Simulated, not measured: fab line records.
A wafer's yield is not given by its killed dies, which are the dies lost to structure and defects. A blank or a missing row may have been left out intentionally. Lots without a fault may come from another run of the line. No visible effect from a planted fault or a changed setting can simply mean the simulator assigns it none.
Struck lot and sound lot, side by side	flow sky130	43 steps out of a route of 708
Sound: these wafers, L160.3, L160.4, L160.6. Wafers L164.3, L164.4, L164.6 were the ones struck. The cause comes at the end.
Each step with rows lists, per side, the tool, then ch with its chambers, then its first start. Under that, the readings that differ: sound wafers	struck wafers	difference of the means	sigmas: that difference in standard deviations of wafers without a fault.
alike: readings with means less than 2 such deviations apart, plus words and numbers identical on both sides. not compared: withheld readings, readings lacking a value on some wafer, bounds such as >300 that could conceal the same value, and numbers that have no deviation in the record and whose values overlap.
A row with sigmas, a row that says differs or no value, or rows on one side alone: a step with any of these is where the two part. Non-overlapping numbers with no deviation appear without sigmas and do not part them. A reading missing from all wafers of one side parts the sides only when that side holds two or more wafers.

SKY_POLY_GATE_THK_MEAS_04:
  sound on film-metro-03, day 17 12:05; struck on film-metro-03, day 18 20:14
  alike: POLY_GATE_CVD_03_THK
then, 8 steps without rows for these wafers: SKY_POLY_GATE_DEHYDRATE_05 (time 60 s); SKY_POLY_GATE_HMDS_06 (prime time 60 s); SKY_POLY_GATE_COAT_07 (resist thk 110 nm); SKY_POLY_GATE_COAT_08 (resist thk 450 nm); SKY_POLY_GATE_SOFTBAKE_09 (time 90 s); SKY_POLY_GATE_EXPOSE_10 (exposes mask P1M, target cd 150 nm); SKY_POLY_GATE_PEB_11; SKY_POLY_GATE_DEVELOP_12 (develop time 60 s).
SKY_POLY_GATE_CD_MEAS_13: the cd target is 150 nm.
  sound on cd-sem-01, day 18 18:08; struck on cd-sem-01, day 20 03:47
  alike: cd-nm
SKY_POLY_GATE_OVL_MEAS_14:
  sound on overlay-01, day 18 18:13; struck on overlay-01, day 20 03:52
  alike: POLY_GATE_OVL
SKY_POLY_GATE_ETCH_15: etches BARC in N2/H2, stops on SiO2, time 118.5 s, target depth 110 nm.
  sound on rie-diel-04 ch 0,2,3, day 18 18:14; struck on rie-diel-01 ch 1,2,3, day 20 03:53
  alike: drypump-motor-current-A, oes-product-au, rf-fwd-power-W, throttle-valve-pct
  not compared: rf-hours-counter-h
SKY_POLY_GATE_ETCH_16: etches Si3N4 in CH3F/O2, stops on poly-Si, time 147.5 s, target depth 75 nm.
  sound on rie-diel-04 ch 0,2,3, day 18 18:20; struck on rie-diel-01 ch 1,2,3, day 20 03:59
  alike: drypump-motor-current-A, oes-product-au, rf-fwd-power-W, throttle-valve-pct
  not compared: rf-hours-counter-h
SKY_POLY_GATE_ETCH_17: etches poly-Si in HBr/Cl2, stops on SiO2, target depth 180 nm, time 70.5 s.
  sound on rie-si-02 ch 1,2, day 18 18:26; struck on rie-si-02 ch 0,1, day 20 04:04
  alike: drypump-motor-current-A, oes-product-au, rf-fwd-power-W, throttle-valve-pct
  not compared: rf-hours-counter-h
SKY_POLY_GATE_STRIP_18: strips in O2/N2.
  sound on plasma-asher-04 ch 0,1, day 18 18:31; struck on plasma-asher-04 ch 0,1, day 20 04:10
  alike: drypump-motor-current-A, oes-product-au, strip-time-to-endpoint-s
  not compared: rf-hours-counter-h
then, 2 steps without rows for these wafers: SKY_POLY_GATE_CLEAN_19 (cleans in SC1/SC2, time 150 s); SKY_POLY_GATE_OXIDATION_20 (stabilise 600 s, purge 300 s, target thk 4 nm).
SKY_POLY_GATE_THK_MEAS_21:
  sound on film-metro-04, day 18 21:11; struck on film-metro-04, day 20 06:10
  alike: POLY_GATE_OXIDATION_THK
SKY_POLY_GATE_CD_MEAS_22:
  sound on cd-sem-02, day 18 21:17; struck on cd-sem-01, day 20 06:16
  alike: cd-nm
then, 7 steps without rows for these wafers: SKY_LDD_N_DEHYDRATE_00 (time 60 s); SKY_LDD_N_HMDS_01 (prime time 60 s); SKY_LDD_N_COAT_02 (resist thk 300 nm); SKY_LDD_N_SOFTBAKE_03 (time 60 s); SKY_LDD_N_EXPOSE_04 (exposes mask NTM, target cd 840 nm); SKY_LDD_N_PEB_05; SKY_LDD_N_DEVELOP_06 (develop time 60 s).
SKY_LDD_N_OVL_MEAS_07:
  sound on overlay-02, day 20 04:31; struck on overlay-02, day 21 13:13
  alike: LDD_N_OVL
then, 8 steps without rows for these wafers: SKY_LDD_N_IMPLANT_08; SKY_LDD_N_IMPLANT_09; SKY_LDD_N_IMPLANT_10; SKY_LDD_N_IMPLANT_11; SKY_LDD_N_IMPLANT_12; SKY_LDD_N_IMPLANT_13; SKY_LDD_N_IMPLANT_14; SKY_LDD_N_IMPLANT_15.
SKY_LDD_N_STRIP_16: strips in O2/N2.
  sound on plasma-asher-04 ch 0,1, day 20 05:46; struck on plasma-asher-04 ch 0,1, day 21 14:28
  alike: drypump-motor-current-A, oes-product-au, strip-time-to-endpoint-s
  not compared: rf-hours-counter-h
SKY_LDD_N_TW_MEAS_17:
  sound on film-metro-02, day 20 05:51; struck on film-metro-04, day 21 14:33
reading	sound	struck	difference	sigmas
LDD_N_TW	2586 2591 2605	2622 2624 2628	+31	+2
then, 5 steps without rows for these wafers: SKY_LDD_P_DEHYDRATE_00 (time 60 s); SKY_LDD_P_HMDS_01 (prime time 60 s); SKY_LDD_P_COAT_02 (resist thk 1140 nm); SKY_LDD_P_SOFTBAKE_03 (time 60 s); SKY_LDD_P_EXPOSE_04 (exposes mask PSDM, target cd 380 nm).
-- here the record skips 27 days between the struck wafers' starts before and after, leaving off in module LDD_P and picking up in module PAD_OPEN (first step shown: number 708 of the route) --
SKY_PAD_OPEN_PROBE_99:
  sound on prober-01, day 47 10:49; struck on prober-01, day 48 07:58
reading	sound	struck	difference	sigmas
killed-at-front-end	18 18 12	79 71 56	+53	+11
killed-dies	79 89 80	155 132 114	+51	+6
  alike: killed_at_M0_to_M3, killed_at_M4_up, killed-at-contacts, killed-at-other, killed-open, killed-short

## WHERE THEY PART
At SKY_LDD_N_TW_MEAS_17 first; at SKY_PAD_OPEN_PROBE_99 last (within this record only).

WHY: the cause the simulator had injected
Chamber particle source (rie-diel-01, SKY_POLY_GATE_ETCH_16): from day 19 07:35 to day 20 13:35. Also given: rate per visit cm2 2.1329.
